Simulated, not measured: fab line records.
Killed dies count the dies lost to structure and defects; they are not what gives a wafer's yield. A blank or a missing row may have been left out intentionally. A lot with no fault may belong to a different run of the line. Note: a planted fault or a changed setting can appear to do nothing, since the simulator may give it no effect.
Chamber matching ; flow gf180mcu ; rie-diel-01 running GF_V4_ETCH_16: 4 sister chambers
The step etches BARC in N2/H2. 8 wafers are shown with their chamber, then 7 later ones without.

## WAFERS WITH THEIR CHAMBER
wafer;chamber;throttle-valve-pct (%);oes-product-au (a.u.)
L175.4;2;13.227;0.846
L177.1;2;13.230;0.853
L178.6;1;13.225;0.854
L183.1;3;13.220;0.856
L183.4;0;13.219;0.861
L183.5;0;13.216;0.853
L184.1;1;13.217;0.861
L184.2;3;13.222;0.855

## WAFERS MISSING THEIR CHAMBER
wafer;throttle-valve-pct (%);oes-product-au (a.u.)
L184.4;13.230;0.847
L185.1;13.226;0.853
L185.3;13.219;0.864
L185.6;13.219;0.853
L188.1;13.222;0.850
L188.2;13.229;0.858
L188.6;13.228;0.853

## WHICH CHAMBER EACH WENT THROUGH
wafer;from the rows above;in truth
L184.4;2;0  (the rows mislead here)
L185.1;can't be placed: 2 or 3 or 1 or 0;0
L185.3;can't be placed: 1 or 0 or 3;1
L185.6;can't be placed: 3 or 0 or 1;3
L188.1;can't be placed: 3 or 1 or 2 or 0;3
L188.2;can't be placed: 2 or 1 or 3 or 0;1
L188.6;can't be placed: 2 or 3 or 1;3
Correct placement for 0 of the 7. Can't be placed from these rows: 6 (the true chamber is among the candidates in 6). Placed wrongly: 1.
How it was worked out, from the rows above alone: a wafer's distance from a chamber is the root of the sum, over the readings, of the square of ((its reading less the chamber's mean) divided by the reading's scatter). If the next closest chamber is less than 2 further off than the closest, the wafer can't be placed; otherwise it belongs to the closest. A chamber's mean is the mean of its shown wafers. The scatter: the root of (the sum of the squares of (reading less its chamber's mean) over the shown wafers, divided by (wafers less chambers)).
